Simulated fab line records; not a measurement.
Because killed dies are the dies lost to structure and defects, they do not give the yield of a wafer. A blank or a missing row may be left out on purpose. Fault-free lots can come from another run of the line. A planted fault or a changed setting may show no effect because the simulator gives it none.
Which tool was responsible? | flow gf180mcu | 11 lots with 33 wafers sampled at 6 steps, on a route of 602 steps

WHAT THE GAUGES SHOWED, per wafer
GF_VT_IMPLANT_TW_MEAS_43.
lot  | measured     | on            | VT_IMPLANT_4_TW
L782 | day 7 15:04  | film-metro-03 | 689 688 687
L784 | day 8 01:10  | film-metro-01 | 687 686 691
L788 | day 9 04:43  | film-metro-01 | 686 685 689
L790 | day 9 18:28  | film-metro-02 | 697 698 700
L791 | day 10 01:31 | film-metro-01 | 685 683 687
L792 | day 10 09:07 | film-metro-01 | 288 287 289
L800 | day 12 13:22 | film-metro-03 | 690 690 692
L802 | day 13 00:04 | film-metro-01 | 687 688 688
L803 | day 13 06:25 | film-metro-03 | 685 691 688
L804 | day 13 13:07 | film-metro-03 | 694 693 691
L805 | day 13 23:01 | film-metro-02 | 697 697 699

GF_V2_THK_MEAS_01.
lot  | measured     | on            | V2_CVD_00_THK (nm)
L782 | day 19 07:34 | film-metro-01 | 597 591 608
L784 | day 20 02:36 | film-metro-01 | 602 609 602
L788 | day 21 20:37 | film-metro-03 | 591 595 609
L790 | day 22 19:34 | film-metro-03 | 594 589 587
L791 | day 22 15:44 | film-metro-03 | 595 612 604
L800 | day 25 12:25 | film-metro-01 | 592 602 605
L802 | day 26 00:32 | film-metro-03 | 600 608 607
L803 | day 26 07:53 | film-metro-04 | 605 606 597
L804 | day 26 14:02 | film-metro-03 | 597 605 604
L805 | day 27 02:40 | film-metro-03 | 609 605 603

EACH LOT AND THE TOOL THAT RAN IT (in order: tool; ch and the chambers of the sampled wafers; start)
lot  | GF_VT_IMPLANT_STRIP_31               | GF_VT_IMPLANT_STRIP_42               | GF_V1_CVD_23                  | GF_M2_METAL_ETCH_16
L782 | plasma-asher-01 ch 0,1, day 6 23:28  | plasma-asher-02 ch 0,1, day 7 14:58  | cvd-w-02 ch 1, day 18 05:50   | rie-metal-03 ch 0,1, day 19 06:49
L784 | plasma-asher-02 ch 0,1, day 7 09:25  | plasma-asher-02 ch 0,1, day 8 01:04  | cvd-w-02 ch 0,1, day 19 00:09 | rie-metal-03 ch 1, day 20 01:52
L788 | plasma-asher-01 ch 0, day 8 12:06    | plasma-asher-04 ch 0,1, day 9 04:36  | cvd-w-01 ch 0,1, day 20 19:53 | rie-metal-01 ch 0, day 21 19:52
L790 | plasma-asher-04 ch 0,1, day 9 01:30  | plasma-asher-04 ch 0,1, day 9 18:22  | cvd-w-02 ch 0,1, day 21 18:44 | rie-metal-04 ch 0,1, day 22 18:49
L791 | plasma-asher-04 ch 0,1, day 9 08:46  | plasma-asher-02 ch 0,1, day 10 01:25 | cvd-w-01 ch 0,1, day 21 15:05 | rie-metal-03 ch 0,1, day 22 14:55
L792 | plasma-asher-04 ch 0,1, day 9 16:04  | plasma-asher-04 ch 0,1, day 10 09:01 | -                             | -
L800 | plasma-asher-04 ch 0,1, day 11 17:59 | plasma-asher-02 ch 0,1, day 12 13:17 | cvd-w-02 ch 0,1, day 24 12:26 | rie-metal-01 ch 1, day 25 11:39
L802 | plasma-asher-04 ch 0,1, day 12 04:31 | plasma-asher-01 ch 0,1, day 12 23:58 | cvd-w-01 ch 0,1, day 25 01:26 | rie-metal-04 ch 0,1, day 25 23:49
L803 | plasma-asher-02 ch 0,1, day 12 10:38 | plasma-asher-02 ch 0,1, day 13 06:20 | cvd-w-01 ch 0,1, day 25 08:43 | rie-metal-01 ch 1, day 26 07:01
L804 | plasma-asher-02 ch 0,1, day 12 16:34 | plasma-asher-02 ch 0,1, day 13 13:01 | cvd-w-02 ch 0,1, day 25 16:08 | rie-metal-03 ch 0,1, day 26 13:19
L805 | plasma-asher-02 ch 0,1, day 13 02:27 | plasma-asher-04 ch 0,1, day 13 22:55 | cvd-w-01 ch 0,1, day 26 04:13 | rie-metal-01 ch 1, day 27 01:44
- GF_VT_IMPLANT_STRIP_31: strips in O2/N2.
- GF_VT_IMPLANT_STRIP_42: strips in O2/N2.
- GF_V1_CVD_23: deposits W, target thk 350 nm, time 105.05 s.
- GF_M2_METAL_ETCH_16: etches the open film in Cl2/BCl3, stops on SiO2, target depth 627.5 nm, time 104.6 s.

AS READ BY THE TOOLS THEMSELVES (means over the sampled wafers that have a number; for cases with no such wafer, the mark the record gives instead)
GF_VT_IMPLANT_STRIP_31.
lot  | tool            | chamber-pressure-mTorr (mTorr) | drypump-motor-current-A (A) | heater-power-w (W) | oes-product-au (a.u.) | strip-time-to-endpoint-s (s)
L782 | plasma-asher-01 | 1500.3                         | 6.0                         | 331                | 0.719                 | 12.66
L784 | plasma-asher-02 | 1499.2                         | 5.8                         | 323                | 0.716                 | 12.68
L788 | plasma-asher-01 | 1499.8                         | 5.9                         | 343                | 0.720                 | 12.60
L790 | plasma-asher-04 | 1501.3                         | 5.1                         | 349                | 0.712                 | 12.64
L791 | plasma-asher-04 | 1500.4                         | 5.1                         | 346                | 0.714                 | 12.62
L792 | plasma-asher-04 | 1500.0                         | 5.1                         | 348                | 0.957                 | -
L800 | plasma-asher-04 | 1500.0                         | 5.3                         | 368                | 0.715                 | 12.62
L802 | plasma-asher-04 | 1500.1                         | 5.1                         | 350                | 0.716                 | 12.63
L803 | plasma-asher-02 | 1499.4                         | 5.7                         | 302                | 0.718                 | 12.59
L804 | plasma-asher-02 | 1500.3                         | 5.8                         | 325                | 0.718                 | 12.59
L805 | plasma-asher-02 | 1500.4                         | 5.7                         | 303                | 0.715                 | 12.61

GF_VT_IMPLANT_STRIP_42.
lot  | tool            | chamber-pressure-mTorr (mTorr) | drypump-motor-current-A (A) | heater-power-w (W) | oes-product-au (a.u.) | strip-time-to-endpoint-s (s)
L782 | plasma-asher-02 | 1499.8                         | 5.7                         | 301                | 0.714                 | 12.57
L784 | plasma-asher-02 | 1499.6                         | 5.7                         | 302                | 0.713                 | 12.61
L788 | plasma-asher-04 | 1498.9                         | 5.1                         | 355                | 0.716                 | 12.60
L790 | plasma-asher-04 | 1499.3                         | 5.1                         | 347                | 0.715                 | 12.63
L791 | plasma-asher-02 | 1499.4                         | 5.8                         | 321                | 0.719                 | 12.57
L792 | plasma-asher-04 | 1499.9                         | 5.4                         | 370                | 0.713                 | 14.16
L800 | plasma-asher-02 | 1500.6                         | 5.7                         | 303                | 0.718                 | 12.61
L802 | plasma-asher-01 | 1500.9                         | 6.0                         | 331                | 0.709                 | 12.61
L803 | plasma-asher-02 | 1501.6                         | 5.7                         | 302                | 0.715                 | 12.65
L804 | plasma-asher-02 | 1499.6                         | 5.7                         | 291                | 0.717                 | 12.66
L805 | plasma-asher-04 | 1500.7                         | 5.3                         | 375                | 0.716                 | 12.66

GF_V1_CVD_23.
lot  | tool     | heater-power-w (W)
L782 | cvd-w-02 | 1055
L784 | cvd-w-02 | 1049
L788 | cvd-w-01 | 704
L790 | cvd-w-02 | 1050
L791 | cvd-w-01 | 717
L800 | cvd-w-02 | 1042
L802 | cvd-w-01 | 725
L803 | cvd-w-01 | 707
L804 | cvd-w-02 | 1018
L805 | cvd-w-01 | 717

GF_M2_METAL_ETCH_16.
lot  | tool         | chamber-pressure-mTorr (mTorr) | drypump-motor-current-A (A) | oes-product-au (a.u.) | throttle-valve-pct (%)
L782 | rie-metal-03 | 7.993                          | 6.08                        | 0.974                 | 28.250
L784 | rie-metal-03 | 7.997                          | 6.06                        | 0.977                 | 28.247
L788 | rie-metal-01 | 8.001                          | 5.84                        | 0.981                 | 28.236
L790 | rie-metal-04 | 8.000                          | 5.96                        | 0.966                 | 28.254
L791 | rie-metal-03 | 7.999                          | 6.07                        | 0.975                 | 28.236
L800 | rie-metal-01 | 8.006                          | 5.87                        | 0.974                 | 28.259
L802 | rie-metal-04 | 8.006                          | 5.97                        | 0.979                 | 28.243
L803 | rie-metal-01 | 8.005                          | 5.87                        | 0.975                 | 28.241
L804 | rie-metal-03 | 8.005                          | 6.06                        | 0.966                 | 28.258
L805 | rie-metal-01 | 7.994                          | 5.87                        | 0.972                 | 28.246

THE ANSWER, worked out from the rows above alone
Rule: usual is defined by the lots themselves. The widest of any qualifying gaps counts: lots, ordered by their means at a reading, are off when they make up no more than a third of the lots, leave a main group of 4 or more, and stand apart from it by 3 or more times the standard deviation of that group's means. A main group whose means are all the same, to the digits that the tables above print for the reading, isn't used. A lot without any number at a reading at which 4 lots or more have one is off too. All remaining lots with rows at the step are treated as sound. After the gauges, taken in route order, come the tools' own readings; for these a lot's mean is taken, as printed above. At the first step where some lot is off, the reading lying furthest off is the one used; lots without a number count as furthest.
Off: L792, seen at GF_VT_IMPLANT_TW_MEAS_43 (VT_IMPLANT_4_TW). The main group has a mean of 690 with a standard deviation of 4.3.
If a tool, at a process step before that reading, ran all the lots that are off and no sound lot after the first of them, it fits. Not tried: the gauges at GF_VT_IMPLANT_TW_MEAS_43; whatever is off there is also off at GF_VT_IMPLANT_STRIP_31, on other tools, and gauge error can't account for it. Not one of the candidates tried fits.

WHAT WAS PUT IN BY THE SIMULATOR
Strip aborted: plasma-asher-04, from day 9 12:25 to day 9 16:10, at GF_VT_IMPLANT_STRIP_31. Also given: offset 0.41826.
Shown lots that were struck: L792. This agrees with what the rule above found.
